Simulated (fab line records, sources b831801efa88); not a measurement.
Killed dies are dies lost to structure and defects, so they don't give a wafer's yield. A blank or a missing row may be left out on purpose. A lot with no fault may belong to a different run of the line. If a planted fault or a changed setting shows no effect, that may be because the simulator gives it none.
The tool behind it: which one? :: flow sky130 :: 11 lots with 33 wafers sampled at 6 steps, on a route of 708 steps

WHAT THE GAUGES SHOWED, per wafer
SKY_RES_PROTECT_TW_MEAS_08.
lot: L403
measured: day 15 12:59
on: film-metro-03
POLY_GATE_TW: 4064 4096 4080

lot: L404
measured: day 15 16:32
on: film-metro-04
POLY_GATE_TW: 4052 4037 4048

lot: L406
measured: day 16 14:38
on: film-metro-02
POLY_GATE_TW: 4031 4023 4042

lot: L408
measured: day 17 09:13
on: film-metro-02
POLY_GATE_TW: 4040 4044 4036

lot: L410
measured: day 18 04:26
on: film-metro-02
POLY_GATE_TW: 4062 4060 4057

lot: L411
measured: day 18 11:32
on: film-metro-02
POLY_GATE_TW: 4051 4076 4076

lot: L414
measured: day 19 09:38
on: film-metro-03
POLY_GATE_TW: 4040 4019 4047

lot: L419
measured: day 22 13:23
on: film-metro-02
POLY_GATE_TW: 4025 4031 4010

lot: L420
measured: day 22 17:32
on: film-metro-02
POLY_GATE_TW: 4025 4039 4037

lot: L423
measured: day 22 17:55
on: film-metro-04
POLY_GATE_TW: 4041 4032 4019

lot: L425
measured: day 23 22:43
on: film-metro-04
POLY_GATE_TW: 4020 4014 4013

SKY_LDD_N_TW_MEAS_17.
lot: L403
measured: day 18 05:13
on: film-metro-04
LDD_N_TW: 2599 2608 2607

lot: L404
measured: day 18 08:44
on: film-metro-02
LDD_N_TW: 2588 2603 2586

lot: L406
measured: day 19 08:13
on: film-metro-01
LDD_N_TW: 2591 2597 2602

lot: L408
measured: day 20 08:38
on: film-metro-02
LDD_N_TW: 2580 2580 2591

lot: L410
measured: day 20 23:59
on: film-metro-02
LDD_N_TW: 2588 2588 2590

lot: L411
measured: day 21 06:10
on: film-metro-01
LDD_N_TW: 2594 2590 2589

lot: L414
measured: day 22 11:31
on: film-metro-04
LDD_N_TW: 2592 2583 2587

lot: L419
measured: day 25 08:19
on: film-metro-04
LDD_N_TW: 2686 2700 2706 2701 2700 2687

lot: L420
measured: day 25 12:20
on: film-metro-01
LDD_N_TW: 2656 2662 2675 2670 2673 2676

lot: L423
measured: day 25 12:41
on: film-metro-02
LDD_N_TW: 2584 2580 2577

lot: L425
measured: day 26 17:15
on: film-metro-04
LDD_N_TW: 2609 2596 2614

SKY_SPACER_THK_MEAS_01.
lot: L403
measured: day 23 17:44
on: film-metro-04
SPACER_CVD_00_THK (nm): 43.0 43.0 43.4

lot: L404
measured: day 23 19:57
on: film-metro-04
SPACER_CVD_00_THK (nm): 43.1 42.7 43.1

lot: L406
measured: day 24 05:35
on: film-metro-03
SPACER_CVD_00_THK (nm): 42.6 42.7 43.1

lot: L408
measured: day 25 08:54
on: film-metro-04
SPACER_CVD_00_THK (nm): 42.5 42.7 42.6

lot: L410
measured: day 26 09:43
on: film-metro-01
SPACER_CVD_00_THK (nm): 42.7 43.2 42.9

lot: L411
measured: day 26 11:57
on: film-metro-01
SPACER_CVD_00_THK (nm): 42.9 42.9 42.8

lot: L414
measured: day 27 12:16
on: film-metro-03
SPACER_CVD_00_THK (nm): 42.6 42.7 42.3

lot: L419
measured: day 30 05:56
on: film-metro-04
SPACER_CVD_00_THK (nm): 42.1 42.2 42.2

lot: L420
measured: day 30 08:36
on: film-metro-01
SPACER_CVD_00_THK (nm): 42.2 42.2 42.6

lot: L423
measured: day 30 12:23
on: film-metro-04
SPACER_CVD_00_THK (nm): 42.9 43.0 42.8

lot: L425
measured: day 31 14:53
on: film-metro-04
SPACER_CVD_00_THK (nm): 42.8 42.7 42.9

WHAT TOOL EACH LOT RAN ON (gives the tool, then ch and the chambers of the sampled wafers, and finally the start)
lot: L403
SKY_FIELD_ISO_STRIP_16: plasma-asher-04 ch 0,1, day 2 11:24
SKY_LDD_N_IMPLANT_09: implanter-01 ch 0, day 18 04:04
SKY_LDD_N_STRIP_16: plasma-asher-01 ch 0,1, day 18 05:07

lot: L404
SKY_FIELD_ISO_STRIP_16: plasma-asher-01 ch 0,1, day 2 16:12
SKY_LDD_N_IMPLANT_09: implanter-04 ch 0, day 18 07:36
SKY_LDD_N_STRIP_16: plasma-asher-04 ch 0,1, day 18 08:37

lot: L406
SKY_FIELD_ISO_STRIP_16: plasma-asher-04 ch 0,1, day 3 04:12
SKY_LDD_N_IMPLANT_09: implanter-01 ch 0, day 19 07:04
SKY_LDD_N_STRIP_16: plasma-asher-03 ch 0,1, day 19 08:07

lot: L408
SKY_FIELD_ISO_STRIP_16: plasma-asher-01 ch 0,1, day 3 14:56
SKY_LDD_N_IMPLANT_09: implanter-04 ch 0, day 20 07:31
SKY_LDD_N_STRIP_16: plasma-asher-03 ch 0,1, day 20 08:33

lot: L410
SKY_FIELD_ISO_STRIP_16: plasma-asher-02 ch 0,1, day 3 22:40
SKY_LDD_N_IMPLANT_09: implanter-02 ch 0, day 20 22:52
SKY_LDD_N_STRIP_16: plasma-asher-01 ch 0,1, day 20 23:55

lot: L411
SKY_FIELD_ISO_STRIP_16: plasma-asher-01 ch 0,1, day 4 05:22
SKY_LDD_N_IMPLANT_09: implanter-04 ch 0, day 21 05:01
SKY_LDD_N_STRIP_16: plasma-asher-01 ch 0,1, day 21 06:04

lot: L414
SKY_FIELD_ISO_STRIP_16: plasma-asher-04 ch 0,1, day 4 18:09
SKY_LDD_N_IMPLANT_09: implanter-02 ch 0, day 22 10:22
SKY_LDD_N_STRIP_16: plasma-asher-03 ch 0,1, day 22 11:25

lot: L419
SKY_FIELD_ISO_STRIP_16: plasma-asher-04 ch 0,1, day 5 22:55
SKY_LDD_N_IMPLANT_09: implanter-02 ch 0, day 25 07:10
SKY_LDD_N_STRIP_16: plasma-asher-04 ch 0,1, day 25 08:13

lot: L420
SKY_FIELD_ISO_STRIP_16: plasma-asher-04 ch 0, day 6 05:27
SKY_LDD_N_IMPLANT_09: implanter-02 ch 0, day 25 11:12
SKY_LDD_N_STRIP_16: plasma-asher-01 ch 0, day 25 12:13

lot: L423
SKY_FIELD_ISO_STRIP_16: plasma-asher-04 ch 0,1, day 6 17:49
SKY_LDD_N_IMPLANT_09: implanter-04 ch 0, day 25 11:34
SKY_LDD_N_STRIP_16: plasma-asher-01 ch 0,1, day 25 12:36

lot: L425
SKY_FIELD_ISO_STRIP_16: plasma-asher-01 ch 0,1, day 7 08:50
SKY_LDD_N_IMPLANT_09: implanter-01 ch 0, day 26 16:08
SKY_LDD_N_STRIP_16: plasma-asher-03 ch 0,1, day 26 17:09
- SKY_FIELD_ISO_STRIP_16: strips in O2/N2.
- SKY_LDD_N_IMPLANT_09
- SKY_LDD_N_STRIP_16: strips in O2/N2.

AS READ BY THE TOOLS THEMSELVES (means over the sampled wafers that have a number; for cases with no such wafer, the mark the record gives instead)
SKY_FIELD_ISO_STRIP_16.
lot: L403
tool: plasma-asher-04
drypump-motor-current-A (A): 6.0
oes-product-au (a.u.): 0.370
strip-time-to-endpoint-s (s): 3.52

lot: L404
tool: plasma-asher-01
drypump-motor-current-A (A): 6.0
oes-product-au (a.u.): 0.380
strip-time-to-endpoint-s (s): 3.53

lot: L406
tool: plasma-asher-04
drypump-motor-current-A (A): 5.8
oes-product-au (a.u.): 0.376
strip-time-to-endpoint-s (s): 3.56

lot: L408
tool: plasma-asher-01
drypump-motor-current-A (A): 6.0
oes-product-au (a.u.): 0.379
strip-time-to-endpoint-s (s): 3.54

lot: L410
tool: plasma-asher-02
drypump-motor-current-A (A): 5.5
oes-product-au (a.u.): 0.377
strip-time-to-endpoint-s (s): 3.58

lot: L411
tool: plasma-asher-01
drypump-motor-current-A (A): 6.3
oes-product-au (a.u.): 0.379
strip-time-to-endpoint-s (s): 3.53

lot: L414
tool: plasma-asher-04
drypump-motor-current-A (A): 5.9
oes-product-au (a.u.): 0.379
strip-time-to-endpoint-s (s): 3.54

lot: L419
tool: plasma-asher-04
drypump-motor-current-A (A): 6.0
oes-product-au (a.u.): 0.378
strip-time-to-endpoint-s (s): 3.59

lot: L420
tool: plasma-asher-04
drypump-motor-current-A (A): 5.7
oes-product-au (a.u.): 0.379
strip-time-to-endpoint-s (s): 3.54

lot: L423
tool: plasma-asher-04
drypump-motor-current-A (A): 6.0
oes-product-au (a.u.): 0.379
strip-time-to-endpoint-s (s): 3.54

lot: L425
tool: plasma-asher-01
drypump-motor-current-A (A): 6.3
oes-product-au (a.u.): 0.375
strip-time-to-endpoint-s (s): 3.58

SKY_LDD_N_IMPLANT_09.
lot: L403
tool: implanter-01
beam-on-s (s): 10.00
dose-ions-cm2: 7.5e+13
faraday-current-uA: 424

lot: L404
tool: implanter-04
beam-on-s (s): 10.08
dose-ions-cm2: 7.5e+13
faraday-current-uA: 419

lot: L406
tool: implanter-01
beam-on-s (s): 9.99
dose-ions-cm2: 7.5e+13
faraday-current-uA: 424

lot: L408
tool: implanter-04
beam-on-s (s): 10.25
dose-ions-cm2: 7.5e+13
faraday-current-uA: 412

lot: L410
tool: implanter-02
beam-on-s (s): 10.02
dose-ions-cm2: 7.5e+13
faraday-current-uA: 422

lot: L411
tool: implanter-04
beam-on-s (s): 9.84
dose-ions-cm2: 7.5e+13
faraday-current-uA: 430

lot: L414
tool: implanter-02
beam-on-s (s): 9.94
dose-ions-cm2: 7.5e+13
faraday-current-uA: 426

lot: L419
tool: implanter-02
beam-on-s (s): 17.65
dose-ions-cm2: 1.5e+14
faraday-current-uA: 465

lot: L420
tool: implanter-02
beam-on-s (s): 17.99
dose-ions-cm2: 1.5e+14
faraday-current-uA: 459

lot: L423
tool: implanter-04
beam-on-s (s): 10.03
dose-ions-cm2: 7.5e+13
faraday-current-uA: 422

lot: L425
tool: implanter-01
beam-on-s (s): 10.02
dose-ions-cm2: 7.5e+13
faraday-current-uA: 423

SKY_LDD_N_STRIP_16.
lot: L403
tool: plasma-asher-01
drypump-motor-current-A (A): 6.0
oes-product-au (a.u.): 0.403
strip-time-to-endpoint-s (s): 4.292

lot: L404
tool: plasma-asher-04
drypump-motor-current-A (A): 5.9
oes-product-au (a.u.): 0.409
strip-time-to-endpoint-s (s): 4.314

lot: L406
tool: plasma-asher-03
drypump-motor-current-A (A): 5.4
oes-product-au (a.u.): 0.406
strip-time-to-endpoint-s (s): 4.330

lot: L408
tool: plasma-asher-03
drypump-motor-current-A (A): 5.6
oes-product-au (a.u.): 0.407
strip-time-to-endpoint-s (s): 4.304

lot: L410
tool: plasma-asher-01
drypump-motor-current-A (A): 6.0
oes-product-au (a.u.): 0.410
strip-time-to-endpoint-s (s): 4.305

lot: L411
tool: plasma-asher-01
drypump-motor-current-A (A): 6.3
oes-product-au (a.u.): 0.410
strip-time-to-endpoint-s (s): 4.309

lot: L414
tool: plasma-asher-03
drypump-motor-current-A (A): 5.6
oes-product-au (a.u.): 0.406
strip-time-to-endpoint-s (s): 4.291

lot: L419
tool: plasma-asher-04
drypump-motor-current-A (A): 6.0
oes-product-au (a.u.): 0.409
strip-time-to-endpoint-s (s): 4.535

lot: L420
tool: plasma-asher-01
drypump-motor-current-A (A): 5.7
oes-product-au (a.u.): 0.406
strip-time-to-endpoint-s (s): 4.521

lot: L423
tool: plasma-asher-01
drypump-motor-current-A (A): 6.3
oes-product-au (a.u.): 0.406
strip-time-to-endpoint-s (s): 4.330

lot: L425
tool: plasma-asher-03
drypump-motor-current-A (A): 5.5
oes-product-au (a.u.): 0.402
strip-time-to-endpoint-s (s): 4.324

THE ANSWER, worked out from the rows above alone
Rule: what is usual is taken from the lots themselves. The widest of any qualifying gaps counts: lots, ordered by their means at a reading, are off when they make up no more than a third of the lots, leave a main group of 4 or more, and stand apart from it by 3 or more times the standard deviation of that group's means. Not used: any main group whose means are identical at the precision the tables above print for the reading. A lot without any number at a reading at which 4 lots or more have one is off too. Any other lot the step has rows for is counted as sound. The gauges are gone through in route order, then the tools' own readings, and for those a lot's mean is taken as printed above. The first step at which some lot is off is used, and at that step the reading that is off furthest; a lot without a number counts as furthest.
Off: L419, L420, seen at SKY_LDD_N_TW_MEAS_17 (LDD_N_TW). Main group: mean 2592, sd 8.3.
If a tool, at a process step before that reading, ran all the lots that are off and no sound lot after the first of them, it fits. Not tried: the gauges at SKY_LDD_N_TW_MEAS_17; whatever is off there is also off at SKY_LDD_N_IMPLANT_09, on other tools, and gauge error can't account for it. One fits: SKY_LDD_N_IMPLANT_09 on implanter-02. A fault onset in the window from L414 (day 22 10:22, its last sound lot) to L419 (day 25 07:10, its first lot off) fits.
The tool's own readings at SKY_LDD_N_IMPLANT_09 bear it out: on the lots that are off they differ by more than 5 times the standard deviation of the sound lots' means. beam-on-s reads 17.82 s there against 10.02 s on the sound lots; dose-ions-cm2 reads 1.5e+14 there against 7.5e+13 on the sound lots; faraday-current-uA reads 462 there against 422 on the sound lots.

WHAT THE SIMULATOR PUT IN
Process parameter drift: implanter-02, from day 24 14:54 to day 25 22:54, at SKY_LDD_N_IMPLANT_09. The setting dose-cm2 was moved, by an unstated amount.
Lots struck among those shown: L419, L420. The rule above reached the same finding.
